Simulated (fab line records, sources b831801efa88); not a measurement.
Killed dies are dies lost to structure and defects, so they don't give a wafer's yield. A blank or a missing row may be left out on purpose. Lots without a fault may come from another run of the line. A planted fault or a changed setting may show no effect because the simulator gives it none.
Which tool did it? | flow sky130 | 12 lots, 36 wafers sampled, at 5 steps of a route of 708

WHAT THE GAUGES READ, wafer by wafer
SKY_SONOS_ONO_OVL_MEAS_14.
lot  | measured     | on         | SONOS_ONO_OVL (nm)
L744 | day 12 10:04 | overlay-02 | 3.3 2.8 3.5
L745 | day 12 13:46 | overlay-02 | -0.3 0.6 0.5
L746 | day 13 00:05 | overlay-02 | 0.5 0.1 0.9
L747 | day 14 04:39 | overlay-02 | -0.6 0.0 0.5
L748 | day 14 05:07 | overlay-02 | 2.0 1.3 0.6
L749 | day 14 06:31 | overlay-02 | 0.2 -0.2 0.2
L754 | day 16 12:47 | overlay-01 | 1.2 2.6 0.7
L758 | day 17 16:16 | overlay-01 | 1.4 2.1 1.3
L760 | day 18 07:30 | overlay-01 | 1.0 0.9 0.8
L762 | day 18 23:08 | overlay-01 | -0.9 1.1 0.5
L763 | day 19 00:51 | overlay-02 | 0.7 0.6 -1.0
L764 | day 19 17:01 | overlay-01 | 0.5 -0.6 0.1

SKY_RES_PROTECT_TW_MEAS_08.
lot  | measured     | on            | POLY_GATE_TW
L744 | day 15 13:47 | film_metro-01 | 3923 3924 3907
L745 | day 15 13:47 | film_metro-03 | 4062 4080 4081
L746 | day 15 13:59 | film_metro-01 | 3917 3929 3912
L747 | day 16 21:02 | film_metro-03 | 4050 4064 4049
L748 | day 16 20:44 | film_metro-02 | 4034 4059 4046
L749 | day 16 20:32 | film_metro-03 | 4075 4064 4069
L754 | day 19 10:10 | film_metro-03 | 4088 4061 4058
L758 | day 20 13:58 | film_metro-03 | 4074 4078 4065
L760 | day 21 04:41 | film_metro-01 | 3971 3978 3997
L762 | day 21 19:21 | film_metro-02 | 4009 4029 4045
L763 | day 21 21:42 | film_metro-02 | 4026 4026 4028
L764 | day 22 11:37 | film_metro-02 | 4002 4024 4023

SKY_LDD_P_CD_MEAS_07: target cd 380 nm.
lot  | measured     | on        | cd_nm (nm)
L744 | day 19 14:21 | cd_sem-02 | 382.9 381.4 382.5
L745 | day 19 12:19 | cd_sem-02 | 377.9 377.4 377.8
L746 | day 19 13:28 | cd_sem-02 | 377.2 377.7 379.8
L747 | day 20 22:14 | cd_sem-01 | 406.6 382.9 406.3
L748 | day 20 21:56 | cd_sem-02 | 403.6 379.8 406.6
L749 | day 20 21:02 | cd_sem-01 | 380.0 380.8 380.3
L754 | day 23 13:00 | cd_sem-02 | 380.8 380.3 380.6
L758 | day 24 14:43 | cd_sem-02 | 379.4 379.4 377.6
L760 | day 25 09:07 | cd_sem-02 | 385.2 384.5 385.2
L762 | day 25 17:39 | cd_sem-02 | 385.7 386.1 383.7
L763 | day 25 20:19 | cd_sem-02 | 381.7 382.5 382.2
L764 | day 26 08:13 | cd_sem-02 | 380.9 380.0 383.2

WHICH TOOL RAN EACH LOT (tool, then ch and the chambers of the sampled wafers, then the start)
lot  | SKY_SONOS_ONO_STRIP_17               | SKY_LDD_P_DEVELOP_06
L744 | plasma_asher-01 ch 0,1, day 12 10:13 | litho_track-03 ch 0, day 19 14:12
L745 | plasma_asher-04 ch 0,1, day 12 13:55 | litho_track-01 ch 0, day 19 12:10
L746 | plasma_asher-04 ch 0,1, day 13 00:14 | litho_track-03 ch 0, day 19 13:20
L747 | plasma_asher-04 ch 0,1, day 14 04:47 | litho_track-03 ch 0, day 20 22:05
L748 | plasma_asher-03 ch 0,1, day 14 05:28 | litho_track-03 ch 0, day 20 21:47
L749 | plasma_asher-04 ch 0,1, day 14 06:40 | litho_track-03 ch 0, day 20 20:53
L754 | plasma_asher-03 ch 0,1, day 16 12:57 | litho_track-04 ch 0, day 23 12:51
L758 | plasma_asher-01 ch 0,1, day 17 16:25 | litho_track-03 ch 0, day 24 14:35
L760 | plasma_asher-04 ch 0,1, day 18 07:38 | litho_track-04 ch 0, day 25 08:59
L762 | plasma_asher-04 ch 0,1, day 18 23:18 | litho_track-03 ch 0, day 25 17:26
L763 | plasma_asher-04 ch 0,1, day 19 00:59 | litho_track-04 ch 0, day 25 20:11
L764 | plasma_asher-03 ch 0,1, day 19 17:10 | litho_track-03 ch 0, day 26 07:59
- SKY_SONOS_ONO_STRIP_17: strips in O2/N2.
- SKY_LDD_P_DEVELOP_06: develop time 60 s.

WHAT THE TOOLS THEMSELVES READ (means of the sampled wafers that have a number; where no wafer has one, the mark that the record gives instead)
SKY_SONOS_ONO_STRIP_17.
lot  | tool            | drypump_motor_current_A (A) | n2_flow_sccm (sccm) | oes_product_au (a.u.) | strip_time_to_endpoint_s (s)
L744 | plasma_asher-01 | 5.8                         | 299.8               | 0.709                 | 14.10
L745 | plasma_asher-04 | 6.2                         | 299.7               | 0.706                 | 14.13
L746 | plasma_asher-04 | 6.2                         | 301.1               | 0.710                 | 14.11
L747 | plasma_asher-04 | 6.2                         | 299.4               | 0.708                 | 14.07
L748 | plasma_asher-03 | 5.9                         | 299.7               | 0.707                 | 14.07
L749 | plasma_asher-04 | 5.8                         | 300.2               | 0.709                 | 14.16
L754 | plasma_asher-03 | 5.9                         | 299.4               | 0.711                 | 14.09
L758 | plasma_asher-01 | 5.8                         | 299.6               | 0.707                 | 14.09
L760 | plasma_asher-04 | 6.2                         | 300.4               | 0.712                 | 14.04
L762 | plasma_asher-04 | 6.2                         | 298.3               | 0.712                 | 14.16
L763 | plasma_asher-04 | 5.8                         | 301.1               | 0.713                 | 14.11
L764 | plasma_asher-03 | 5.9                         | 299.3               | 0.711                 | 14.06

SKY_LDD_P_DEVELOP_06.
lot  | tool           | developer_temp_C (C) | exhaust_pa (Pa)
L744 | litho_track-03 | 23.04                | 45.2
L745 | litho_track-01 | 22.92                | 44.9
L746 | litho_track-03 | 23.09                | 46.4
L747 | litho_track-03 | 23.05                | 44.3
L748 | litho_track-03 | 22.99                | 45.3
L749 | litho_track-03 | 23.04                | 45.7
L754 | litho_track-04 | 23.03                | 46.2
L758 | litho_track-03 | 23.16                | 44.2
L760 | litho_track-04 | 22.88                | 44.1
L762 | litho_track-03 | 23.05                | 45.1
L763 | litho_track-04 | 23.03                | 45.9
L764 | litho_track-03 | 22.99                | 45.0

THE ANSWER, worked out from the rows above alone
Rule: what is usual is taken from the lots themselves. Put in order of their means at a reading, lots are off if they are a third of the lots or fewer, leave a main group of 4 or more, and stand apart from it by a gap of 3 or more times the standard deviation of the main group's means; of several such gaps the widest counts. A main group whose means are all the same, to the digits that the tables above print for the reading, isn't used. A lot without any number at a reading at which 4 lots or more have one is off too. The other lots that the step has rows for count as sound. The gauges are gone through in route order, then the tools' own readings, and for those a lot's mean is taken as printed above. The first step at which some lot is off is used, and at that step the reading that is off furthest; a lot without a number counts as furthest.
Off: L747, L748, at SKY_LDD_P_CD_MEAS_07 (cd_nm). The main group: mean 381.2 nm, standard deviation 2.4.
A tool fits if, at a process step before that reading, it ran every lot that is off, and no sound lot after the first of them. The gauges at SKY_LDD_P_CD_MEAS_07 are tried like those tools. None of those tried fits.

WHAT THE SIMULATOR HAD PUT IN
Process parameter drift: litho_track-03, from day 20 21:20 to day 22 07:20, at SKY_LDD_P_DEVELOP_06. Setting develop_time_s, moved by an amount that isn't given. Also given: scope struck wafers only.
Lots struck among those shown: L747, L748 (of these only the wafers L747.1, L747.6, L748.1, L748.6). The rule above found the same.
